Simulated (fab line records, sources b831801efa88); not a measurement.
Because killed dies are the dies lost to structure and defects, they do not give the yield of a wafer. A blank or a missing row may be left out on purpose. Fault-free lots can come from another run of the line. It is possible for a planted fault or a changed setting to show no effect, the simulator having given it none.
8D (eight disciplines) problem report, filled in by code	flow gf180mcu	the parts of the form that need people (team, actions taken, sign-off) are left out

1. THE PROBLEM
Mean DUAL_GATE_OXIDATION_00_THK at GF_DUAL_GATE_THK_MEAS_03: 12.38 nm over 6 wafers in 2 lots; fault-free wafers: 11.05 nm, standard deviation 0.19. That is +7.0 standard deviations from the usual mean.
Seen first at day 12 22:34 on film metro-03, wafer L604.2. Wafers with a number at this step in the record: 36, from 12 lots. Rule for "out" (also "out of limits"): further than 4 standard deviations from the usual mean. Any other wafer with a number is counted as sound.

2. WHAT IT IS AND WHAT IT IS NOT
question	is	is not
which readings at this step	DUAL_GATE_OXIDATION_00_THK	-
which lots	L604, L607	L586, L588, L589, L590, L591, L592, L596, L597, L603, L608
which wafers of those lots	all that have a number	-
read on which gauges	film metro-02, film metro-03	film metro-04
when	from day 12 22:34	up to then (27 sound wafers); but 3 sound wafers of L608 came after

3. WHAT RULES OUT EACH SUSPECT
Counting: any tool at a process step up to the reading is kept as a suspect provided that every lot that is out went through it and no sound lot did after the first of them.
- the gauge at GF_DUAL_GATE_THK_MEAS_03 is ruled out. The wafers that are out were read on 2 gauges (film metro-02, film metro-03).
- furnace-02 at GF_DUAL_GATE_OXIDATION_02 (stabilise 600 s, purge 300 s, target thk 10.887 nm): kept. It ran every lot that is out, first L604 (day 12 21:07), and no sound lot after that; its last sound lot up to then is L597 (day 10 23:50). Its own readings are out on those wafers: spike tc centre C, spike tc lower C, spike tc upper C.
The count leaves furnace-02 at GF_DUAL_GATE_OXIDATION_02.

4. THE CAUSE (what the simulator had put in)
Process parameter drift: furnace-02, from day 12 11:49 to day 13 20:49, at GF_DUAL_GATE_OXIDATION_02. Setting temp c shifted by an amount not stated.
The count eliminated every tool but this one.

5. THE EFFECT CHAIN, in route order
Each row: a reading where the mean over the struck wafers with a number is more than 3 standard deviations away from the usual. Only readings whose record carries a usual standard deviation are examined. hours: median over the lots of the time between each lot's start at the first step of this table that gives one and its start at this step. sigmas: the change, counted in usual standard deviations.
hours	step	reading	usual	on struck wafers	change	sigmas
0	GF_DUAL_GATE_OXIDATION_02	spike tc centre C	900.3 C	910.9	+10.6	+9.6
0	GF_DUAL_GATE_OXIDATION_02	spike tc lower C	900.3 C	910.8	+10.5	+9.5
0	GF_DUAL_GATE_OXIDATION_02	spike tc top C	912.3 C	920.4	+8.1	+3.0
0	GF_DUAL_GATE_OXIDATION_02	spike tc upper C	900.1 C	911.9	+11.8	+12
0	GF_DUAL_GATE_OXIDATION_02	zone power centre pct	17.53 %	18.15	+0.62	+3.7
1	GF_DUAL_GATE_THK_MEAS_03	DUAL_GATE_OXIDATION_00_THK	11.05 nm	12.38	+1.33	+7.0
The process steps in it:
- GF_DUAL_GATE_OXIDATION_02: stabilise 600 s, purge 300 s, target thk 10.887 nm.

6. HOW IT WOULD HAVE BEEN CAUGHT EARLIER
11 hours passed between the start of the fault at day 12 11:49 and the first reading out of limits at a measuring or inspecting step in this record, taken at day 12 22:34.
At GF_DUAL_GATE_OXIDATION_02, the tool's own readings (spike tc centre C, spike tc lower C, spike tc upper C) were out on each struck wafer the step has a row for, so an alarm limit on them would have fired on the first such wafer.
Lots out: 2; of these, L607 started GF_DUAL_GATE_OXIDATION_02 on furnace-02 after day 12 22:34. A hold on the tool at that time would have spared it.
